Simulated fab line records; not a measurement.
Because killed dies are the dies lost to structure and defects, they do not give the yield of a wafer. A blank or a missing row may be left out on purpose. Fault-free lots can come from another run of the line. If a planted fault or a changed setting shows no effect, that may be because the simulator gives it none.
A lot that was struck, set against a sound lot + flow gf180mcu + 19 out of 602 route steps
Sound: the wafers L894.2, L894.4, L894.5. Struck: wafers L907.3, L907.6 (left out: L907.1, a lot-mate that was not struck); the cause follows at the end.
Order at every step that has rows: each side's tool, ch and its chambers, its first start. Under that, the readings that differ: sound wafers + struck wafers + difference of the means + sigmas: that difference in standard deviations of wafers without a fault.
alike: a reading whose means differ by less than 2 such deviations, as well as words and numbers matching on both sides. not compared: withheld readings; readings where some wafer has no value; bounds like >300 that might hide an equal value; numbers whose values overlap and for which the record gives no deviation.
Wherever a step has rows on one side only, a row that says differs or no value, or a row with sigmas, the two part there. When numbers do not overlap yet have no deviation, they are printed without sigmas and do not part them. Lack of a reading on every wafer of one side parts them only where that side has two or more wafers.

first, 3 steps without rows for these wafers: GF_MIM_EXPOSE_16 (exposes mask FuseTop, target cd 2000 nm); GF_MIM_PEB_17; GF_MIM_DEVELOP_18 (develop time 60 s).
GF_MIM_METAL_ETCH_19: etches the open film in Cl2/BCl3, stops on Si3N4, target depth 324.5 nm, time 54.1 s.
  sound on rie-metal-02 ch 0, day 26 15:50; struck on rie-metal-01 ch 0,1, day 30 12:19
  alike: chamber-pressure-mTorr, drypump-motor-current-A, oes-product-au, throttle-valve-pct
  not compared: rf-hours-counter-h
GF_MIM_STRIP_20: strips in O2/N2.
  sound on plasma-asher-02 ch 0,1, day 26 15:56; struck on plasma-asher-04 ch 0,1, day 30 12:23
  alike: chamber-pressure-mTorr, drypump-motor-current-A, heater-power-w, oes-product-au, strip-time-to-endpoint-s
  not compared: rf-hours-counter-h
then, 7 steps without rows for these wafers: GF_MIM_STRIP_21 (strips in post etch residue remover, time 1200 s); GF_MIM_CLEAN_22 (cleans in DIW); GF_M5_DEHYDRATE_00 (time 60 s); GF_M5_HMDS_01 (prime time 60 s); GF_M5_COAT_02 (resist thk 1000 nm); GF_M5_SOFTBAKE_03 (time 60 s); GF_M5_EXPOSE_04 (exposes mask Metal5, target cd 280 nm).
GF_M5_PEB_05: peb time 90 s.
  sound on litho-track-01 ch 0, day 27 12:39; struck on litho-track-01 ch 0, day 31 06:28
then, 1 step without rows for these wafers: GF_M5_DEVELOP_06 (develop time 60 s).
GF_M5_CD_MEAS_07: the cd target is 280 nm.
  struck on cd-sem-01, day 31 06:49; sound on cd-sem-02, day 27 12:59
| reading    | sound             | struck      | difference | sigmas |
|------------|-------------------|-------------|------------|--------|
| cd-nm (nm) | 278.8 278.5 279.1 | 275.6 274.8 | -3.6       | -3     |
GF_M5_OVL_MEAS_08:
  struck on overlay-01, day 31 06:56; sound on overlay-02, day 27 13:05
  alike: M5_OVL
GF_M5_ETCH_09: etches Si3N4 in CF4/O2, target depth 52 nm, time 11.6 s.
  sound on rie-diel-04 ch 0,2,3, day 27 13:07; struck on rie-diel-02 ch 1,2, day 31 06:58
| reading                        | sound                | struck        | difference | sigmas |
|--------------------------------|----------------------|---------------|------------|--------|
| chamber-pressure-mTorr (mTorr) | 150.28 150.07 150.30 | 149.75 150.08 | -0.30      | -2     |
| model.M5.cd-nm (nm)            | 278.8 279.2 279.6    | 275.8 274.3   | -4.1       |        |
  alike: drypump-motor-current-A, oes-product-au, throttle-valve-pct
  not compared: rf-hours-counter-h
GF_M5_METAL_ETCH_10: etches the open film in Cl2/BCl3, stops on SiO2, target depth 750.8 nm, time 125.1 s.
  sound on rie-metal-03 ch 0, day 27 13:11; struck on rie-metal-03 ch 0,1, day 31 06:59
  alike: chamber-pressure-mTorr, drypump-motor-current-A, oes-product-au, throttle-valve-pct
  not compared: rf-hours-counter-h
-- the record jumps here: 2 days lie between the struck wafers' starts before and after (it left off in module M5 and takes up again in module PASSIVATION, whose first step shown is number 602 of the route) --
GF_PASSIVATION_PROBE_99:
  only the struck wafers here have rows in the record (prober-02, day 33 14:12); the sound ones have none

## WHERE THEY PART
Earliest at GF_M5_CD_MEAS_07; latest, in this record, at GF_PASSIVATION_PROBE_99.

WHY: whatever the simulator had introduced
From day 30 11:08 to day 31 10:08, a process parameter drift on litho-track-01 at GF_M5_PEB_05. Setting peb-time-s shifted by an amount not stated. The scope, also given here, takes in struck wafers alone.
